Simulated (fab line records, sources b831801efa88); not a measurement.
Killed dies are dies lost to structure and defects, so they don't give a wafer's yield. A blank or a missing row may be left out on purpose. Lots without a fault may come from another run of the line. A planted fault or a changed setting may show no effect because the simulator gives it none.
Split-lot experiment | flow sky130 | 5 lots, 23 wafers read, on a route of 708 steps

THE SPLIT
At SKY_VIA1_CMP_02 (polishes SiO2), the setting leave_above_ref_nm was moved away from the recipe's 345 nm on 8 of the 23 wafers read, by -3.3% to +6.8%. The other wafers ran this setting at the recipe's value.

The reading is taken at the split's own step.

THE READING
SiO2_of_VIA1_HDPCVD_00.thk_nm (the simulator's own value, which no gauge read), in nm, at SKY_VIA1_CMP_02 (polishes SiO2). The file gives no usual value for it. The 15 wafers here that ran the recipe average 343.7 nm, standard deviation 1.3 nm.

wafer  | tool, chamber at the split | leave_above_ref_nm as run, nm | against the recipe | SiO2_of_VIA1_HDPCVD_00.thk_nm, nm | against lot-mates on the recipe
L074.3 | cmp-01, 2                  | 333.6                         | -3.3%              | 334.3                             | -11.8
L074.1 | cmp-01, 0                  | 345                           | recipe             | 347.3                             | -
L074.4 | cmp-01, 1                  | 333.6                         | -3.3%              | 334.5                             | -11.6
L074.6 | cmp-01, 2                  | 333.6                         | -3.3%              | 333.8                             | -12.3
L074.5 | cmp-01, 3                  | 345                           | recipe             | 345                               | -
L075.1 | cmp-02, 1                  | 368.6                         | +6.8%              | 367.7                             | +25.2
L075.3 | cmp-02, 2                  | 368.6                         | +6.8%              | 368.8                             | +26.4
L075.4 | cmp-02, 3                  | 345                           | recipe             | 343.5                             | -
L075.5 | cmp-02, 0                  | 368.6                         | +6.8%              | 367.3                             | +24.9
L075.6 | cmp-02, 1                  | 345                           | recipe             | 341.4                             | -
L078.3 | cmp-02, 0                  | 345                           | recipe             | 342.7                             | -
L078.2 | cmp-02, 1                  | 338                           | -2.0%              | 336                               | -7.3
L078.4 | cmp-02, 2                  | 345                           | recipe             | 344.6                             | -
L078.6 | cmp-02, 0                  | 345                           | recipe             | 342.6                             | -
L078.5 | cmp-02, 1                  | 338                           | -2.0%              | 336.7                             | -6.6
L079.2 | cmp-02, 2                  | 345                           | recipe             | 344.7                             | -
L079.1 | cmp-02, 0                  | 345                           | recipe             | 343.7                             | -
L079.3 | cmp-02, 1                  | 345                           | recipe             | 342.9                             | -
L081.3 | cmp-02, 3                  | 345                           | recipe             | 344.1                             | -
L081.2 | cmp-02, 0                  | 345                           | recipe             | 343.7                             | -
L081.4 | cmp-02, 1,3                | 345                           | recipe             | 343.1                             | -
L081.6 | cmp-02, 1,3                | 345                           | recipe             | 343.1                             | -
L081.5 | cmp-02, 0                  | 345                           | recipe             | 343.3                             | -
Where a row lists several chambers, the file gives one row for several wafers and doesn't say which wafer went through which chamber.

THE FIT
A straight line over all 23 wafers: SiO2_of_VIA1_HDPCVD_00.thk_nm changes by +3.41 nm for each +1% of leave_above_ref_nm; r = +0.99; the points scatter about the line by 1.3 nm.
The same after taking each lot's own level away (the mean of its wafers on the recipe; 23 wafers): +3.69 nm for each +1%; r = +1.00; scatter 0.76 nm.
On that fit, the largest move of leave_above_ref_nm shifts the reading by 25 nm.
The lots' own levels span 342.45 to 346.15 nm, that is 2.8 times the standard deviation above.
So the lot-to-lot level changes the slope little: the two slopes agree.
Check: with one of the wafers moved furthest among these (+6.8%) left out of the fit, the line predicts +25.4 nm for it against its lot-mates. It came out at +25.2 nm against them.

OTHER SPLITS ON THESE WAFERS
These wafers also went through other splits before the reading. Each is held against what the fit with the lots' levels taken away leaves over:
other split on the same wafers             | wafers away from the commonest value | r with SiO2_of_VIA1_HDPCVD_00.thk_nm (lot level and that fit taken away)
SKY_SD_N_IMPLANT_09 energy_kev             | 10                                   | +0.03
SKY_LI_CONTACT_HDPCVD_00 time_s            | 6                                    | +0.15
SKY_LI_CONTACT_SPUTTER_19 time_s           | 11                                   | -0.04
SKY_LI_CONTACT_SPUTTER_20 time_s           | 5                                    | -0.12
SKY_LOCAL_INTERCONNECT_EXPOSE_08 dose_mj   | 9                                    | +0.03
SKY_LOCAL_INTERCONNECT_METAL_ETCH_14 icp_w | 8                                    | -0.16
SKY_METAL1_SPUTTER_00 power_w              | 12                                   | +0.24
SKY_METAL1_ETCH_18 time_s                  | 9                                    | -0.16

THE FILE'S OWN FIT
SiO2_of_VIA1_HDPCVD_00.thk_nm changes by +3.69 nm for each +1% of leave_above_ref_nm, r = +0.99.
